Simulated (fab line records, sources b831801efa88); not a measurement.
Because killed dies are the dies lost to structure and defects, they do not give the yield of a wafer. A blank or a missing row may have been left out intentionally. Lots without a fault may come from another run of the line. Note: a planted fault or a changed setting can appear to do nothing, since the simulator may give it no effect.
fab line records ; flow gf180mcu ; part 2 of 2: steps 35 to 47 of 47
record: lots: 5; wafers: 15; last-day: 34
route steps=602 shown POLY_GATE@172 HV_LDD@176
lots that met no fault: from a run of the same line without faults
start-h: start of the lot's first displayed wafer, in hours after the record's first day ; wait-h: hours elapsed since this lot's preceding step ; " unchanged from the row above ; L1.1+2: a single row standing in for several wafers ; - either no value or no given start ; * or withheld: withheld ; < > ~ a bound
route shown NAME@n: a module of which the file shows steps, and the number in the route of the first ; usual: mean/standard deviation of fault-free wafers ; same: alike in all rows ; chamber/n: place in a boat ; sites: readings site by site ; _std_site: standard deviation across them ; _edge_site: mean of outer sites minus mean of inner sites ; radius-mm: how far each site lies from the wafer's centre ; mask NAME#n: copy n ; behind: the most recent tool/chamber to have shaped the wafer ; hold: reason for holding the lot/hours on hold/outcome of the hold ; device: which transistor (n, p or np) failed to switch ; end of line: at the end of the route, the tests of the same wafers ; a step given without rows: its recipe and nothing more ; killed: the dies lost at the first sort to structure and to defects; this is not the yield of the wafer ; map: a wafer's dies, x killed, . not, _ none there
set.NAME: the setting that was run; set.NAME@STEP: the one run at that earlier step ; model.NAME: the simulator's own value behind a step, which no gauge read
a table for each step, a row for each wafer; lots at some steps of the route
services: when a tool's chamber went out of use (start-h, in hours from the record's first day, below 0 if earlier), for how many hours, and the reason
== steps ==
step: GF_HV_LDD_DEVELOP_30
recipe: develop-time-s: 60; dev-temp-c: 23
lot.wafer;tool;chamber;start-h;wait-h
L075.2+5+6;litho-track-04;0;258.90;0.1
L079.4+5+6;litho-track-02;0;293.17;0.1
L082.1+2+4;litho-track-02;0;322.85;0.1
L093.2+3+5;litho-track-04;0;401.44;0.1
L097.1+3+5;litho-track-02;0;432.15;0.1
step: GF_HV_LDD_CD_MEAS_31
recipe: target-cd-nm: 400
usual: cd-nm: 400.0/2.2
lot.wafer;tool;chamber;start-h;wait-h;cd-nm
L075.2;cd-sem-02;-;259.04;0.1;393.4
L075.5;cd-sem-02;-;259.04;0.1;397.2
L075.6;cd-sem-02;-;259.04;0.1;396.7
L079.4;cd-sem-01;-;293.31;0.1;398.7
L079.5;cd-sem-01;-;293.31;0.1;397.5
L079.6;cd-sem-01;-;293.31;0.1;397.9
L082.1;cd-sem-02;-;323.00;0.1;401.7
L082.2;cd-sem-02;-;323.00;0.1;403.0
L082.4;cd-sem-02;-;323.00;0.1;401.2
L093.2;cd-sem-01;-;401.59;0.1;399.3
L093.3;cd-sem-01;-;401.59;0.1;401.3
L093.5;cd-sem-01;-;401.59;0.1;399.3
L097.1;cd-sem-02;-;432.30;0.1;400.5
L097.3;cd-sem-02;-;432.30;0.1;401.5
L097.5;cd-sem-02;-;432.30;0.1;401.4
step: GF_HV_LDD_OVL_MEAS_32
usual: HV_LDD_02_OVL: 0.3/1.6
lot.wafer;tool;chamber;start-h;wait-h;HV_LDD_02_OVL[nm]
L075.2;overlay-01;-;259.15;0.1;0.6
L075.5;overlay-01;-;259.15;0.1;-0.1
L075.6;overlay-01;-;259.15;0.1;-0.6
L079.4;overlay-02;-;293.39;0.1;0.5
L079.5;overlay-02;-;293.39;0.1;1.4
L079.6;overlay-02;-;293.39;0.1;1.5
L082.1;overlay-01;-;323.12;0.1;0.7
L082.2;overlay-01;-;323.12;0.1;0.2
L082.4;overlay-01;-;323.12;0.1;0.3
L093.2;overlay-02;-;401.69;0.1;-1.1
L093.3;overlay-02;-;401.69;0.1;0.1
L093.5;overlay-02;-;401.69;0.1;-0.2
L097.1;overlay-01;-;432.42;0.1;1.2
L097.3;overlay-01;-;432.42;0.1;2.8
L097.5;overlay-01;-;432.42;0.1;2.1
step: GF_HV_LDD_IMPLANT_33
recipe: species: P; energy-kev: 60; dose-cm2: 7.5e+12; tilt-deg: 30; rotation-deg: 0
lot.wafer;tool;chamber;start-h;wait-h
L075.2+5+6;implanter-03;0;259.20;0.0
L079.4+5+6;implanter-04;0;293.48;0.1
L082.1+2+4;implanter-02;0;323.16;0.0
L093.2+3+5;implanter-02;0;401.75;0.0
L097.1+3+5;implanter-03;0;432.45;0.0
step: GF_HV_LDD_IMPLANT_34
recipe: species: P; energy-kev: 60; dose-cm2: 7.5e+12; tilt-deg: 30; rotation-deg: 90
lot.wafer;tool;chamber;start-h;wait-h
L075.2+5+6;implanter-03;0;259.35;0.1
L079.4+5+6;implanter-04;0;293.63;0.1
L082.1+2+4;implanter-02;0;323.31;0.1
L093.2+3+5;implanter-02;0;401.90;0.1
L097.1+3+5;implanter-03;0;432.60;0.1
step: GF_HV_LDD_IMPLANT_35
recipe: species: P; energy-kev: 60; dose-cm2: 7.5e+12; tilt-deg: 30; rotation-deg: 180
lot.wafer;tool;chamber;start-h;wait-h
L075.2+5+6;implanter-03;0;259.50;0.1
L079.4+5+6;implanter-04;0;293.78;0.1
L082.1+2+4;implanter-02;0;323.46;0.1
L093.2+3+5;implanter-02;0;402.05;0.1
L097.1+3+5;implanter-03;0;432.75;0.1
step: GF_HV_LDD_IMPLANT_36
recipe: species: P; energy-kev: 60; dose-cm2: 7.5e+12; tilt-deg: 30; rotation-deg: 270
lot.wafer;tool;chamber;start-h;wait-h
L075.2+5+6;implanter-03;0;259.65;0.1
L079.4+5+6;implanter-04;0;293.93;0.1
L082.1+2+4;implanter-02;0;323.61;0.1
L093.2+3+5;implanter-02;0;402.20;0.1
L097.1+3+5;implanter-03;0;432.90;0.1
step: GF_HV_LDD_STRIP_37
recipe: chemistry: O2/N2; power-w: 1400; pressure-mtorr: 1500; platen-temp-c: 250; o2-flow-sccm: 3000; n2-flow-sccm: 300; overash-fraction: 0.5
usual: drypump-motor-current-A: 5.3/0.46; heater-power-w: 310/44; oes-product-au: 0.716/0.0046; strip-time-to-endpoint-s: 12.620/0.028
lot.wafer;tool;chamber;start-h;wait-h;drypump-motor-current-A;heater-power-w;oes-product-au;rf-hours-counter-h;strip-time-to-endpoint-s
L075.2;plasma-asher-04;0;259.78;0.1;4.8;275;0.717;45;12.613
L075.5;plasma-asher-04;0;259.78;0.1;4.7;285;0.722;-;12.611
L075.6;plasma-asher-04;1;259.78;0.1;5.3;357;0.707;-;12.585
L079.4;plasma-asher-04;1;294.04;0.1;5.3;361;0.717;-;12.597
L079.5;plasma-asher-04;1;294.04;0.1;5.2;358;0.721;-;12.645
L079.6;plasma-asher-04;0;294.04;0.1;4.7;286;0.714;-;12.626
L082.1;plasma-asher-01;0;323.76;0.1;5.6;284;0.715;69;12.642
L082.2;plasma-asher-01;1;323.76;0.1;4.8;268;0.714;69;12.654
L082.4;plasma-asher-01;1;323.76;0.1;4.8;276;0.708;-;12.611
L093.2;plasma-asher-02;0;402.32;0.1;6.1;305;0.712;74;12.684
L093.3;plasma-asher-02;0;402.32;0.1;6.1;307;0.725;-;12.621
L093.5;plasma-asher-02;1;402.32;0.1;5.5;384;0.708;-;12.636
L097.1;plasma-asher-02;1;433.05;0.1;5.5;389;0.714;77;12.617
L097.3;plasma-asher-02;0;433.05;0.1;6.1;305;0.717;-;12.636
L097.5;plasma-asher-02;1;433.05;0.1;5.5;381;0.710;-;12.634
step: GF_HV_LDD_TW_MEAS_38
usual: HV_LDD_3_TW: 1427/5.6
lot.wafer;tool;chamber;start-h;wait-h;HV_LDD_3_TW
L075.2;film-metro-01;-;259.89;0.1;1422
L075.5;film-metro-01;-;259.89;0.1;1423
L075.6;film-metro-01;-;259.89;0.1;1420
L079.4;film-metro-03;-;294.14;0.1;1430
L079.5;film-metro-03;-;294.14;0.1;1433
L079.6;film-metro-03;-;294.14;0.1;1432
L082.1;film-metro-04;-;323.86;0.1;1426
L082.2;film-metro-04;-;323.86;0.1;1425
L082.4;film-metro-04;-;323.86;0.1;1424
L093.2;film-metro-01;-;402.43;0.1;1431
L093.3;film-metro-01;-;402.43;0.1;1436
L093.5;film-metro-01;-;402.43;0.1;1426
L097.1;film-metro-04;-;433.15;0.1;1429
L097.3;film-metro-04;-;433.15;0.1;1425
L097.5;film-metro-04;-;433.15;0.1;1425
step: GF_HV_LDD_DEHYDRATE_39
recipe: temp-c: 200; time-s: 60
lot.wafer;tool;chamber;start-h;wait-h
L075.2+5+6;litho-track-02;0;268.58;8.7
L079.4+5+6;litho-track-04;0;303.60;9.4
L082.1+2+4;litho-track-04;0;333.97;10.1
L093.2+3+5;litho-track-02;0;413.12;10.7
L097.1+3+5;litho-track-04;0;445.07;11.9
step: GF_HV_LDD_HMDS_40
recipe: prime-time-s: 60; prime-temp-c: 120
lot.wafer;tool;chamber;start-h;wait-h
L075.2+5+6;litho-track-02;0;268.73;0.1
L079.4+5+6;litho-track-04;0;303.75;0.1
L082.1+2+4;litho-track-04;0;334.12;0.1
L093.2+3+5;litho-track-02;0;413.27;0.1
L097.1+3+5;litho-track-04;0;445.22;0.1
step: GF_HV_LDD_COAT_41
recipe: resist: NOVOLAK; spin-rpm: 3000; resist-thk-nm: 1000
usual: spin-speed-rpm: 3000.1/1.7
lot.wafer;tool;chamber;start-h;wait-h;spin-speed-rpm
L075.2;litho-track-02;0;268.88;0.1;2998.5
L075.5;litho-track-02;0;268.88;0.1;3000.9
L075.6;litho-track-02;0;268.88;0.1;3000.8
L079.4;litho-track-04;0;303.90;0.1;3001.4
L079.5;litho-track-04;0;303.90;0.1;2999.4
L079.6;litho-track-04;0;303.90;0.1;2996.9
L082.1;litho-track-04;0;334.27;0.1;3000.5
L082.2;litho-track-04;0;334.27;0.1;2998.7
L082.4;litho-track-04;0;334.27;0.1;3003.2
L093.2;litho-track-02;0;413.42;0.1;2998.9
L093.3;litho-track-02;0;413.42;0.1;2999.7
L093.5;litho-track-02;0;413.42;0.1;3002.2
L097.1;litho-track-04;0;445.37;0.1;3000.6
L097.3;litho-track-04;0;445.37;0.1;2999.8
L097.5;litho-track-04;0;445.37;0.1;3000.3
step: GF_HV_LDD_SOFTBAKE_42
recipe: temp-c: 90; time-s: 60; resist: NOVOLAK
lot.wafer;tool;chamber;start-h;wait-h
L075.2+5+6;litho-track-02;0;269.03;0.1
L079.4+5+6;litho-track-04;0;304.05;0.1
L082.1+2+4;litho-track-04;0;334.42;0.1
L093.2+3+5;litho-track-02;0;413.57;0.1
L097.1+3+5;litho-track-04;0;445.52;0.1
== services ==
tool;chamber;start-h;hours;kind
implanter-02;-;179.17;1.2;repair
furnace-01;-;183.81;2.3;pm
iline-stepper-01;-;187.18;2.1;pm
furnace-01;-;192.72;3.9;pm
implanter-03;-;211.31;5.3;pm
furnace-01;-;213.10;2.7;pm
plasma-asher-01;-;225.02;1.3;repair
iline-stepper-02;-;226.90;2.1;pm
plasma-asher-04;-;227.94;4.3;repair
implanter-04;-;244.51;1.8;repair
implanter-04;-;252.95;2.3;repair
furnace-02;-;253.15;5.4;pm
implanter-02;-;258.35;17.6;pm
plasma-asher-04;-;268.51;13.9;repair
iline-stepper-01;-;301.98;6.6;repair
furnace-02;-;311.66;3.3;pm
implanter-03;-;321.21;6.6;pm
iline-stepper-02;-;356.39;1.7;pm
furnace-02;-;364.65;3.2;pm
implanter-04;-;374.27;4.6;repair
iline-stepper-01;-;375.04;1.7;pm
implanter-03;-;381.25;41.9;pm
implanter-04;-;405.70;6.3;pm
implanter-04;-;435.67;1.2;repair
